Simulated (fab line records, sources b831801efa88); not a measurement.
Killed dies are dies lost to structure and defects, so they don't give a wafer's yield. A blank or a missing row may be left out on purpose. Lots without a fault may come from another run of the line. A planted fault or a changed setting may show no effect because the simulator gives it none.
Which tool did it? | flow gf180mcu | 14 lots, 42 wafers sampled, at 4 steps of a route of 602

WHAT THE GAUGES READ, wafer by wafer
GF_STI_THK_MEAS_22.
lot  | measured    | on            | STI_OXIDATION_01_THK (nm)
L147 | day 2 03:43 | film_metro-01 | 14.9 14.8 14.8
L148 | day 2 11:11 | film_metro-01 | 15.3 15.3 15.2
L150 | day 2 21:47 | film_metro-04 | 14.7 14.8 14.8
L151 | day 3 03:07 | film_metro-02 | 15.0 14.7 14.8
L154 | day 3 17:32 | film_metro-04 | 15.5 15.5 15.5
L156 | day 4 02:41 | film_metro-01 | 15.4 15.5 15.4
L157 | day 4 07:35 | film_metro-04 | 14.6 14.8 14.8
L159 | day 4 19:00 | film_metro-02 | 15.2 15.2 15.2
L160 | day 4 22:46 | film_metro-01 | 14.5 14.4 14.7
L161 | day 5 03:16 | film_metro-02 | 15.3 15.1 15.2
L162 | day 5 09:46 | film_metro-01 | 15.1 15.0 15.2
L163 | day 5 13:19 | film_metro-04 | 15.1 15.1 15.3
L169 | day 7 00:28 | film_metro-01 | 15.0 15.1 14.9
L170 | day 7 06:29 | film_metro-01 | 15.4 15.6 15.5

GF_VT_IMPLANT_OVL_MEAS_29.
lot  | measured     | on         | VT_IMPLANT_02_OVL (nm)
L147 | day 6 22:30  | overlay-01 | -2.3 -0.7 -1.4
L148 | day 7 07:01  | overlay-01 | -3.3 -3.4 -2.8
L150 | day 8 00:37  | overlay-02 | -0.4 0.4 1.8
L151 | day 8 01:55  | overlay-02 | -1.6 0.4 -1.4
L154 | day 8 23:41  | overlay-01 | 0.2 0.3 0.4
L156 | day 9 12:48  | overlay-02 | -0.5 0.7 -0.3
L157 | day 9 19:12  | overlay-02 | 0.5 1.3 0.8
L159 | day 10 08:43 | overlay-02 | -0.2 1.2 0.0
L160 | day 10 14:56 | overlay-01 | -3.7 -3.4 -2.5
L161 | day 10 17:27 | overlay-01 | -1.3 -0.1 -1.4
L162 | day 11 01:52 | overlay-01 | 2.7 1.9 1.7
L163 | day 11 08:17 | overlay-01 | 1.3 -0.2 -0.4
L169 | day 13 07:19 | overlay-02 | 0.0 0.6 0.0
L170 | day 13 15:34 | overlay-01 | -1.7 -1.2 -2.4

WHICH TOOL RAN EACH LOT (tool, then ch and the chambers of the sampled wafers, then the start)
lot  | GF_STI_WET_ETCH_17             | GF_VT_IMPLANT_STRIP_09
L147 | wet_bench-03 ch 0, day 2 02:12 | plasma_asher-03 ch 0,1, day 5 15:20
L148 | wet_bench-04 ch 0, day 2 08:57 | plasma_asher-04 ch 0,1, day 5 22:50
L150 | wet_bench-01 ch 0, day 2 18:03 | plasma_asher-01 ch 0,1, day 6 16:53
L151 | wet_bench-01 ch 1, day 2 23:30 | plasma_asher-01 ch 0,1, day 6 18:26
L154 | wet_bench-01 ch 1, day 3 14:56 | plasma_asher-03 ch 0,1, day 7 14:05
L156 | wet_bench-01 ch 0, day 4 01:05 | plasma_asher-04 ch 0,1, day 8 01:35
L157 | wet_bench-01 ch 1, day 4 06:05 | plasma_asher-01 ch 0,1, day 8 08:32
L159 | wet_bench-01 ch 0, day 4 17:32 | plasma_asher-01 ch 0,1, day 8 20:08
L160 | wet_bench-01 ch 1, day 4 21:17 | plasma_asher-01 ch 1, day 9 02:37
L161 | wet_bench-01 ch 3, day 5 01:47 | plasma_asher-01 ch 0,1, day 9 05:04
L162 | wet_bench-03 ch 0, day 5 08:18 | plasma_asher-03 ch 0,1, day 9 13:20
L163 | wet_bench-03 ch 1, day 5 11:50 | plasma_asher-04 ch 0,1, day 9 19:29
L169 | wet_bench-03 ch 3, day 6 20:27 | plasma_asher-03 ch 0,1, day 11 15:23
L170 | wet_bench-03 ch 3, day 7 01:17 | plasma_asher-03 ch 0,1, day 11 23:41
- GF_STI_WET_ETCH_17: etches Si3N4 in H3PO4, target depth 45 nm, time 514 s.
- GF_VT_IMPLANT_STRIP_09: strips in O2/N2.

WHAT THE TOOLS THEMSELVES READ (means of the sampled wafers that have a number; where no wafer has one, the mark that the record gives instead)
GF_STI_WET_ETCH_17.
lot  | tool         | run_length_s (s)
L147 | wet_bench-03 | 549
L148 | wet_bench-04 | 541
L150 | wet_bench-01 | 542
L151 | wet_bench-01 | 539
L154 | wet_bench-01 | 547
L156 | wet_bench-01 | 549
L157 | wet_bench-01 | 547
L159 | wet_bench-01 | 541
L160 | wet_bench-01 | 214
L161 | wet_bench-01 | 215
L162 | wet_bench-03 | 541
L163 | wet_bench-03 | 540
L169 | wet_bench-03 | 539
L170 | wet_bench-03 | 540

GF_VT_IMPLANT_STRIP_09.
lot  | tool            | drypump_motor_current_A (A) | heater_power_w (W) | o2_flow_sccm (sccm) | oes_product_au (a.u.) | platen_temp_c (C) | strip_time_to_endpoint_s (s)
L147 | plasma_asher-03 | 6.2                         | 281                | 3004                | 0.714                 | 249.89            | 12.66
L148 | plasma_asher-04 | 5.4                         | 346                | 2997                | 0.719                 | 250.29            | 12.66
L150 | plasma_asher-01 | 5.3                         | 382                | 3006                | 0.719                 | 250.09            | 12.64
L151 | plasma_asher-01 | 5.3                         | 375                | 3001                | 0.721                 | 249.78            | 12.64
L154 | plasma_asher-03 | 6.2                         | 289                | 2994                | 0.714                 | 249.97            | 12.65
L156 | plasma_asher-04 | 5.3                         | 353                | 3003                | 0.718                 | 250.11            | 12.63
L157 | plasma_asher-01 | 5.1                         | 368                | 2996                | 0.713                 | 250.02            | 12.61
L159 | plasma_asher-01 | 5.3                         | 376                | 2995                | 0.713                 | 250.05            | 12.62
L160 | plasma_asher-01 | 5.4                         | 387                | 2991                | 0.719                 | 250.23            | 12.66
L161 | plasma_asher-01 | 5.1                         | 365                | 2997                | 0.715                 | 249.99            | 12.65
L162 | plasma_asher-03 | 6.2                         | 282                | 2993                | 0.716                 | 250.03            | 12.60
L163 | plasma_asher-04 | 5.3                         | 358                | 3004                | 0.716                 | 250.10            | 12.69
L169 | plasma_asher-03 | 6.3                         | 331                | 3007                | 0.717                 | 249.91            | 12.63
L170 | plasma_asher-03 | 6.2                         | 287                | 3000                | 0.716                 | 249.77            | 12.65

THE ANSWER, worked out from the rows above alone
Rule: what is usual is taken from the lots themselves. Put in order of their means at a reading, lots are off if they are a third of the lots or fewer, leave a main group of 4 or more, and stand apart from it by a gap of 3 or more times the standard deviation of the main group's means; of several such gaps the widest counts. A main group whose means are all the same, to the digits that the tables above print for the reading, isn't used. A lot without any number at a reading at which 4 lots or more have one is off too. The other lots that the step has rows for count as sound. The gauges are gone through in route order, then the tools' own readings, and for those a lot's mean is taken as printed above. The first step at which some lot is off is used, and at that step the reading that is off furthest; a lot without a number counts as furthest.
Off: L160, L161, at GF_STI_WET_ETCH_17 (run_length_s). The main group: mean 543 s, standard deviation 3.7.
A tool fits if, at that step or a process step before it, it ran every lot that is off, and no sound lot after the first of them. One fits: wet_bench-01 at GF_STI_WET_ETCH_17. Its last sound lot is L159 (day 4 17:32), its first lot that is off L160 (day 4 21:17): a fault that began between those two fits.
The tool's own readings at GF_STI_WET_ETCH_17 bear it out: on the lots that are off they differ by more than 5 times the standard deviation of the sound lots' means. run_length_s reads 214 s there against 543 s on the sound lots.

WHAT THE SIMULATOR HAD PUT IN
Process parameter drift: wet_bench-01, from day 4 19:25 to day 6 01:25, at GF_STI_WET_ETCH_17. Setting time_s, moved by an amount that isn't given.
Lots struck among those shown: L160, L161. The rule above found the same.
